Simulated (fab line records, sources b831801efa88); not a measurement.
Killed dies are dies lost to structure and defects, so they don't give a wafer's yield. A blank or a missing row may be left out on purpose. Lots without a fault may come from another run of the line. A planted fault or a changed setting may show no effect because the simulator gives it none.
Which tool did it? | flow gf180mcu | 11 lots, 33 wafers sampled, at 5 steps of a route of 602

WHAT THE GAUGES READ, wafer by wafer
GF_V1_RS_MEAS_24: measures by four-point-probe.
lot  | measured     | on            | V1_W_RS (ohm/sq)
L222 | day 18 02:37 | film_metro-01 | 0.310 0.322 0.327
L224 | day 18 23:03 | film_metro-01 | 0.307 0.324 0.310
L227 | day 20 04:35 | film_metro-01 | 0.307 0.306 0.323
L228 | day 20 08:08 | film_metro-03 | 0.311 0.325 0.305
L229 | day 20 17:37 | film_metro-02 | 0.321 0.306 0.308
L230 | day 21 14:14 | film_metro-03 | 0.310 0.328 0.306
L232 | day 21 23:56 | film_metro-02 | 0.307 0.323 0.322
L234 | day 22 21:32 | film_metro-03 | 0.333 0.332 0.333
L240 | day 24 14:59 | film_metro-03 | 0.307 0.307 0.349
L242 | day 25 10:22 | film_metro-01 | 0.326 0.325 0.323
L245 | day 26 04:44 | film_metro-03 | 0.328 0.332 0.327

WHICH TOOL RAN EACH LOT (tool, then ch and the chambers of the sampled wafers, then the start)
lot  | GF_SAB_ETCH_11                     | GF_SALICIDE_RTA_08               | GF_V1_ETCH_16                      | GF_V1_CVD_23
L222 | rie_diel-03 ch 0,2, day 15 02:25   | rtp_anneal-01 ch 0, day 15 03:27 | rie_diel-02 ch 0,1,2, day 18 01:19 | cvd_w-02 ch 0,1, day 18 02:29
L224 | rie_diel-03 ch 1,2,3, day 15 20:40 | rtp_anneal-02 ch 0, day 15 21:26 | rie_diel-01 ch 1,2,3, day 18 22:10 | cvd_w-02 ch 0,1, day 18 22:56
L227 | rie_diel-04 ch 0,3, day 17 00:22   | rtp_anneal-02 ch 0, day 17 01:10 | rie_diel-01 ch 2,3, day 20 03:43   | cvd_w-02 ch 0,1, day 20 04:29
L228 | rie_diel-02 ch 0,1,2, day 17 03:17 | rtp_anneal-02 ch 0, day 17 04:05 | rie_diel-01 ch 2,3, day 20 07:13   | cvd_w-02 ch 0,1, day 20 08:01
L229 | rie_diel-02 ch 0,3, day 17 12:29   | rtp_anneal-02 ch 0, day 17 13:21 | rie_diel-01 ch 0,2,3, day 20 16:43 | cvd_w-02 ch 0,1, day 20 17:31
L230 | rie_diel-04 ch 0,1,3, day 18 08:13 | rtp_anneal-02 ch 0, day 18 09:12 | rie_diel-02 ch 2,3, day 21 13:22   | cvd_w-02 ch 0,1, day 21 14:08
L232 | rie_diel-04 ch 0,1,2, day 18 18:22 | rtp_anneal-02 ch 0, day 18 19:19 | rie_diel-02 ch 1,2,3, day 21 23:01 | cvd_w-02 ch 0,1, day 21 23:49
L234 | rie_diel-03 ch 0,2,3, day 19 16:40 | rtp_anneal-01 ch 0, day 19 17:29 | rie_diel-03 ch 0,1,3, day 22 20:37 | cvd_w-01 ch 0,1, day 22 21:25
L240 | rie_diel-03 ch 1,2,3, day 21 12:52 | rtp_anneal-01 ch 0, day 21 13:38 | rie_diel-03 ch 1,2, day 24 14:07   | cvd_w-02 ch 0,1, day 24 14:52
L242 | rie_diel-02 ch 0,1,3, day 22 09:10 | rtp_anneal-02 ch 0, day 22 09:56 | rie_diel-03 ch 0,1,3, day 25 09:22 | cvd_w-01 ch 0,1, day 25 10:15
L245 | rie_diel-04 ch 2,3, day 23 05:31   | rtp_anneal-02 ch 0, day 23 06:20 | rie_diel-01 ch 1,2, day 26 03:49   | cvd_w-01 ch 0,1, day 26 04:37
- GF_SAB_ETCH_11: etches SiO2 in C4F8/O2/Ar, target depth 55 nm, time 8.5 s.
- GF_SALICIDE_RTA_08: time 30 s.
- GF_V1_ETCH_16: etches BARC in N2/H2.
- GF_V1_CVD_23: deposits W, target thk 350 nm, time 105.05 s.

THE ANSWER, worked out from the rows above alone
Rule: what is usual is taken from the lots themselves. Put in order of their means at a reading, lots are off if they are a third of the lots or fewer, leave a main group of 4 or more, and stand apart from it by a gap of 3 or more times the standard deviation of the main group's means; of several such gaps the widest counts. A main group whose means are all the same, to the digits that the tables above print for the reading, isn't used. A lot without any number at a reading at which 4 lots or more have one is off too. The other lots that the step has rows for count as sound.
No lot is off at any reading shown: from this, nothing can be told.

WHAT THE SIMULATOR HAD PUT IN
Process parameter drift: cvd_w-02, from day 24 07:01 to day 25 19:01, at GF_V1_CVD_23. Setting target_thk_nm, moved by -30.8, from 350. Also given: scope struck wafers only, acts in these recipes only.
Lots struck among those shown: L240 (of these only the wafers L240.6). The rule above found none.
